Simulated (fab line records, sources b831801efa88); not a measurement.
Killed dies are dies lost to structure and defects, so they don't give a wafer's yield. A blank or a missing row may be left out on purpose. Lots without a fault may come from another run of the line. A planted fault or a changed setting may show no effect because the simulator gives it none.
Which tool did it? | flow gf180mcu | 6 lots, 18 wafers sampled, at 2 steps of a route of 602

WHAT THE GAUGES READ, wafer by wafer
GF_NWELL_TW_MEAS_11.
lot  | measured    | on            | NWELL_TW
L280 | day 3 12:31 | film_metro-03 | 1574 1570 1575
L283 | day 4 16:02 | film_metro-03 | 1568 1565 1569
L286 | day 4 23:56 | film_metro-03 | 1574 1569 1573
L291 | day 6 02:08 | film_metro-01 | 1573 1576 1563
L294 | day 6 17:11 | film_metro-02 | 1562 1564 1562
L302 | day 8 11:11 | film_metro-02 | 1803 1801 1794

WHICH TOOL RAN EACH LOT (tool, then ch and the chambers of the sampled wafers, then the start)
lot  | GF_NWELL_IMPLANT_08
L280 | implanter-01 ch 0, day 3 12:08
L283 | implanter-01 ch 0, day 4 15:38
L286 | implanter-04 ch 0, day 4 23:32
L291 | implanter-04 ch 0, day 6 01:44
L294 | implanter-04 ch 0, day 6 16:47
L302 | implanter-04 ch 0, day 8 10:47
- GF_NWELL_IMPLANT_08

THE ANSWER, worked out from the rows above alone
Rule: what is usual is taken from the lots themselves. Put in order of their means at a reading, lots are off if they are a third of the lots or fewer, leave a main group of 4 or more, and stand apart from it by a gap of 3 or more times the standard deviation of the main group's means; of several such gaps the widest counts. A main group whose means are all the same, to the digits that the tables above print for the reading, isn't used. A lot without any number at a reading at which 4 lots or more have one is off too. The other lots that the step has rows for count as sound.
Off: L302, at GF_NWELL_TW_MEAS_11 (NWELL_TW). The main group: mean 1569, standard deviation 3.8.
A tool fits if, at a process step before that reading, it ran every lot that is off, and no sound lot after the first of them. The gauges at GF_NWELL_TW_MEAS_11 are tried like those tools. Can't be told from this: 2 tools fit, implanter-04 at GF_NWELL_IMPLANT_08, film_metro-02 at GF_NWELL_TW_MEAS_11.

WHAT THE SIMULATOR HAD PUT IN
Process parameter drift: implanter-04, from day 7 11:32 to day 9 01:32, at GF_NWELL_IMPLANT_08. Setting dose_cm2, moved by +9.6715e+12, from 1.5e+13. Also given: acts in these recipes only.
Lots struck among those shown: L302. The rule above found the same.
